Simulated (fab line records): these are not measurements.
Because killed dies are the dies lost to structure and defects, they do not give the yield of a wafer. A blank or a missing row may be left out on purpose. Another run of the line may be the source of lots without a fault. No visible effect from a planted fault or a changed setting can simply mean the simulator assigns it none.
A lot that was struck, set against a sound lot + flow gf180mcu + 18 steps out of a route of 602
Sound: these wafers, L260.4, L260.5, L260.6. Struck: wafer L269.3. (L269.5 of the same lot was not struck and is left out.) The cause comes at the end.
Order at every step that has rows: each side's tool, ch and its chambers, its first start. Under that, the readings that differ: sound wafers + struck wafers + difference of the means + sigmas: that difference in standard deviations of wafers without a fault.
alike: words and numbers the same on both sides, and readings whose means are apart by under 2 such deviations; not compared: readings that were withheld, readings missing a value for some wafer, numbers with overlapping values and no deviation given by the record, and bounds like >300 which may hide the same value.
A row with sigmas, a row that says differs or no value, or rows on one side alone: a step with any of these is where the two part. When numbers do not overlap yet have no deviation, they are printed without sigmas and do not part them. A reading that every wafer of one side lacks parts them only if that side has two wafers or more.

first, 2 steps without rows for these wafers: GF_CONTACT_PEB_12 (peb time 90 s); GF_CONTACT_DEVELOP_13 (develop time 60 s).
GF_CONTACT_CD_MEAS_14: the cd target is 220 nm.
  sound on cdSem-02, day 16 21:10; struck on cdSem-01, day 20 05:00
  alike: cdNm
GF_CONTACT_OVL_MEAS_15:
  sound on overlay-01, day 16 21:15; struck on overlay-02, day 20 05:05
  alike: CONTACT_OVL
GF_CONTACT_ETCH_16: etches BARC in N2/H2.
  sound on rieDiel-03 ch 0,3, day 16 21:16; struck on rieDiel-03 ch 1, day 20 05:07
| reading                  | sound       | struck | difference | sigmas |
|--------------------------|-------------|--------|------------|--------|
| drypumpMotorCurrentA (A) | 5.0 5.8 5.0 | 6.1    | +0.8       | +2     |
  alike: chamberPressureMTorr, oesProductAu, throttleValvePct
then, 1 step without rows for these wafers: GF_CONTACT_ETCH_17 (etches SiO2 in C4F8/O2/Ar, stops on CoSi2, target depth 860 nm).
GF_CONTACT_STRIP_18: strips in O2/N2.
  sound on plasmaAsher-03 ch 0,1, day 16 21:28; struck on plasmaAsher-04 ch 0, day 20 05:19
| reading          | sound       | struck | difference | sigmas |
|------------------|-------------|--------|------------|--------|
| heaterPowerW (W) | 322 345 322 | 392    | +62        | +2     |
  alike: chamberPressureMTorr, drypumpMotorCurrentA, oesProductAu
  not compared: rfHoursCounterH
then, 3 steps without rows for these wafers: GF_CONTACT_CLEAN_19 (cleans in SPM); GF_CONTACT_CLEAN_20 (cleans in DIW); GF_CONTACT_CLEAN_21 (cleans in dHF, time 20 s).
GF_CONTACT_SPUTTER_22: material Ti, target thk 15 nm, time 80.02 s.
  sound on pvdSputter-03, day 16 21:49; struck on pvdSputter-02, day 20 05:35
  alike: throttleValvePct
GF_CONTACT_SPUTTER_23: material TiN, target thk 10 nm, time 40 s.
  sound on pvdSputter-03, day 16 21:53; struck on pvdSputter-02, day 20 05:38
  alike: throttleValvePct
GF_CONTACT_CVD_24: deposits W, target thk 300 nm, time 90.339 s.
  sound on cvdW-01 ch 0,1, day 16 21:57; struck on cvdW-02 ch 1, day 20 05:43
| reading                              | sound             | struck | difference | sigmas |
|--------------------------------------|-------------------|--------|------------|--------|
| model.W_of_CONTACT_CVD_24.thkNm (nm) | 300.5 297.6 302.2 | 428.8  | +128.7     |        |
  alike: heaterPowerOuterW, heaterPowerW
GF_CONTACT_RS_MEAS_25: measurement is done with a four-point probe.
  sound on filmMetro-04, day 16 22:05; struck on filmMetro-01, day 20 05:49
| reading               | sound             | struck | difference | sigmas |
|-----------------------|-------------------|--------|------------|--------|
| CONTACT_W_RS (ohm/sq) | 0.381 0.386 0.380 | 0.266  | -0.116     | -13    |
GF_CONTACT_THK_MEAS_26: measures by xrf.
  sound on filmMetro-04, day 16 22:10; struck on filmMetro-01, day 20 05:55
| reading            | sound       | struck | difference | sigmas |
|--------------------|-------------|--------|------------|--------|
| CONTACT_W_THK (nm) | 305 304 309 | 433    | +127       | +17    |
GF_CONTACT_CMP_27: polishes, stops on SiO2, t overpolish 15 s, target thk 0 nm.
  sound on cmp-01 ch 0,1,3, day 16 22:23; struck on cmp-02 ch 2, day 20 06:07
| reading             | sound    | struck | difference | sigmas |
|---------------------|----------|--------|------------|--------|
| timeToEndpointS (s) | 71 70 72 | 106    | +35        | +11    |
  alike: motorCurrentA, platenRpm
GF_M1_SPUTTER_00: material Ti, target thk 37.5 nm, time 150 s.
  sound on pvdSputter-02, day 16 22:32; struck on pvdSputter-01, day 20 06:16
  alike: throttleValvePct
GF_PASSIVATION_PROBE_99:
  sound wafers here have rows in the record (prober-02, day 29 16:09); struck ones have none

WHERE THEY PART
Earliest at GF_CONTACT_ETCH_16; latest, in this record, at GF_PASSIVATION_PROBE_99.

WHY: the cause the simulator had injected
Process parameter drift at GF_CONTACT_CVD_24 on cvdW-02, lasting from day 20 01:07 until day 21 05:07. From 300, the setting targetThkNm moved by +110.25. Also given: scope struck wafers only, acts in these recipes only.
